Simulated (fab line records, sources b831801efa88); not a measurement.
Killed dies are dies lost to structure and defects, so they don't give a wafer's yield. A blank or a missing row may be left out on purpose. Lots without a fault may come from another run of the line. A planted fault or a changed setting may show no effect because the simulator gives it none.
Chamber matching | flow sky130 | SKY_VIA1_ETCH_15 on rie_diel-01: 4 sister chambers
The step etches SiO2 in C4F8/O2/Ar, stops on TiN, target depth 351 nm, time 54 s. 7 wafers are shown with their chamber, then 7 later ones without.

WAFERS WITH THEIR CHAMBER
wafer  | chamber | oes_product_au (a.u.)
L631.2 | 2       | 0.990
L639.3 | 1       | 0.978
L641.1 | 0       | 0.974
L641.2 | 3       | 0.978
L641.6 | 1       | 0.989
L648.1 | 2       | 0.974
L648.2 | 0       | 0.979

WAFERS WITHOUT THEIR CHAMBER
wafer  | oes_product_au (a.u.)
L648.3 | 0.983
L649.2 | 0.984
L649.4 | 0.981
L649.6 | 0.978
L651.1 | 0.981
L651.2 | 0.987
L651.5 | 0.973

WHICH CHAMBER EACH WENT THROUGH
wafer  | from the rows above               | in truth
L648.3 | can't be placed: 1 or 2 or 3 or 0 | 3
L649.2 | can't be placed: 1 or 2 or 3 or 0 | 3
L649.4 | can't be placed: 2 or 1 or 3 or 0 | 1
L649.6 | can't be placed: 3 or 0 or 2 or 1 | 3
L651.1 | can't be placed: 2 or 1 or 3 or 0 | 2
L651.2 | can't be placed: 1 or 2 or 3 or 0 | 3
L651.5 | can't be placed: 0 or 3 or 2 or 1 | 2
Placed correctly: 0 of 7. Can't be placed from these rows: 7 (the true chamber is among the candidates in 7). Placed wrongly: 0.
How it was worked out, from the rows above alone: a wafer's distance from a chamber is the root of the sum, over the readings, of the square of ((its reading less the chamber's mean) divided by the reading's scatter). The wafer belongs to the nearest chamber; if the next one is less than 2 further off, it can't be placed. A chamber's mean is the mean of its shown wafers. The scatter: the root of (the sum of the squares of (reading less its chamber's mean) over the shown wafers, divided by (wafers less chambers)).
